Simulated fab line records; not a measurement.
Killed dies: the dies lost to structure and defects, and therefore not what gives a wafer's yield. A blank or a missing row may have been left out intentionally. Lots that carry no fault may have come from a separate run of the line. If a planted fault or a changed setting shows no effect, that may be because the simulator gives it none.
Shared-tool check / flow sky130 / Sample size 13 lots and 42 wafers

## WHY IT WAS OPENED
Flagged at SKY_POLY_GATE_CD_MEAS_13: reading cdNm, on 1 of 13 lots. Wafers without a fault read 150.3 nm, standard deviation 1.5.
Rule: a lot is flagged in two cases, either no wafer of it has a number, or all its wafers with numbers fall more than 4 standard deviations from that mean. The rest of the lots are taken to be sound.

lot=L343; measured=day 16 23:11; on=cdSem-01; cdNm (nm), wafer by wafer=148.9 149.0 149.1; flag=
lot=L344; measured=day 17 07:28; on=cdSem-01; cdNm (nm), wafer by wafer=150.8 151.3 150.3; flag=
lot=L347; measured=day 18 09:08; on=cdSem-01; cdNm (nm), wafer by wafer=151.3 151.7 151.6; flag=
lot=L348; measured=day 18 18:53; on=cdSem-01; cdNm (nm), wafer by wafer=147.8 149.1 149.2; flag=
lot=L349; measured=day 19 02:19; on=cdSem-01; cdNm (nm), wafer by wafer=150.0 151.2 151.2; flag=
lot=L352; measured=day 20 10:39; on=cdSem-01; cdNm (nm), wafer by wafer=151.2 152.8 150.9; flag=
lot=L353; measured=day 20 17:16; on=cdSem-02; cdNm (nm), wafer by wafer=170.8 170.6 171.2 171.2 170.7 171.6; flag=FLAGGED
lot=L354; measured=day 20 21:25; on=cdSem-01; cdNm (nm), wafer by wafer=152.6 152.8 151.5; flag=
lot=L361; measured=day 23 06:15; on=cdSem-02; cdNm (nm), wafer by wafer=147.3 147.7 148.3; flag=
lot=L362; measured=day 23 17:53; on=cdSem-01; cdNm (nm), wafer by wafer=153.5 152.3 152.6; flag=
lot=L364; measured=day 24 11:10; on=cdSem-01; cdNm (nm), wafer by wafer=151.7 152.3 152.5; flag=
lot=L365; measured=day 24 18:01; on=cdSem-01; cdNm (nm), wafer by wafer=150.9 152.1 151.4; flag=
lot=L366; measured=day 25 05:20; on=cdSem-01; cdNm (nm), wafer by wafer=148.0 149.4 148.4; flag=
The mean of the flagged lots' numbers is 171.0 nm, +20.7 nm from the usual (+14 standard deviations).

## WHICH TOOL EACH LOT WENT THROUGH
The record keeps 1 process step preceding the reading, out of 708 steps on the route. Each cell gives the tool, then ch followed by the chambers the sampled wafers passed through, then the start.
lot=L343; flag=; SKY_POLY_GATE_EXPOSE_10=krfScanner-02 ch 0, day 16 08:57
lot=L344; flag=; SKY_POLY_GATE_EXPOSE_10=krfScanner-01 ch 0, day 16 17:19
lot=L347; flag=; SKY_POLY_GATE_EXPOSE_10=krfScanner-01 ch 0, day 17 18:04
lot=L348; flag=; SKY_POLY_GATE_EXPOSE_10=krfScanner-02 ch 0, day 18 03:17
lot=L349; flag=; SKY_POLY_GATE_EXPOSE_10=krfScanner-02 ch 0, day 18 11:22
lot=L352; flag=; SKY_POLY_GATE_EXPOSE_10=krfScanner-02 ch 0, day 19 19:24
lot=L353; flag=FLAGGED; SKY_POLY_GATE_EXPOSE_10=krfScanner-02 ch 0, day 20 02:52
lot=L354; flag=; SKY_POLY_GATE_EXPOSE_10=krfScanner-02 ch 0, day 20 06:10
lot=L361; flag=; SKY_POLY_GATE_EXPOSE_10=krfScanner-01 ch 0, day 22 15:43
lot=L362; flag=; SKY_POLY_GATE_EXPOSE_10=krfScanner-01 ch 0, day 23 02:43
lot=L364; flag=; SKY_POLY_GATE_EXPOSE_10=krfScanner-01 ch 0, day 23 20:22
lot=L365; flag=; SKY_POLY_GATE_EXPOSE_10=krfScanner-02 ch 0, day 24 03:17
lot=L366; flag=; SKY_POLY_GATE_EXPOSE_10=krfScanner-01 ch 0, day 24 14:38
What the steps here do:
- SKY_POLY_GATE_EXPOSE_10: exposes mask P1M, target cd 150 nm.
- SKY_POLY_GATE_CD_MEAS_13: target cd 150 nm.

## FLAGGED AGAINST TOTAL, ONE TOOL AT A TIME (gauges that did the reading follow at the end)
step=SKY_POLY_GATE_EXPOSE_10; tool=krfScanner-01; lots run=6; flagged=0; share of the flagged lots=none; sound lots run after its first flagged lot=-
step=SKY_POLY_GATE_EXPOSE_10; tool=krfScanner-02; lots run=7; flagged=1; share of the flagged lots=all; sound lots run after its first flagged lot=2 (L354,L365)
step=SKY_POLY_GATE_CD_MEAS_13; tool=cdSem-01; lots run=11; flagged=0; share of the flagged lots=none; sound lots run after its first flagged lot=-
step=SKY_POLY_GATE_CD_MEAS_13; tool=cdSem-02; lots run=2; flagged=1; share of the flagged lots=all; sound lots run after its first flagged lot=1 (L361)

## WHAT IS ALLOWED BY THE TABLE
krfScanner-02 at SKY_POLY_GATE_EXPOSE_10 and cdSem-02 at SKY_POLY_GATE_CD_MEAS_13 are the 2 rows of the table that ran each flagged lot.
- krfScanner-02 at SKY_POLY_GATE_EXPOSE_10: 1 of its 7 lots flagged. Sound lots followed the first flagged one (L354, L365) on it, something a lasting fault affecting the whole tool could not allow.
- cdSem-02 at SKY_POLY_GATE_CD_MEAS_13: 1 of its 2 lots flagged. Sound lots followed the first flagged one (L361) on it, something a lasting fault affecting the whole tool could not allow.
None of the table's rows ran every flagged lot and, after the first, no sound lot.

## WHAT HAD BEEN PUT IN BY THE SIMULATOR
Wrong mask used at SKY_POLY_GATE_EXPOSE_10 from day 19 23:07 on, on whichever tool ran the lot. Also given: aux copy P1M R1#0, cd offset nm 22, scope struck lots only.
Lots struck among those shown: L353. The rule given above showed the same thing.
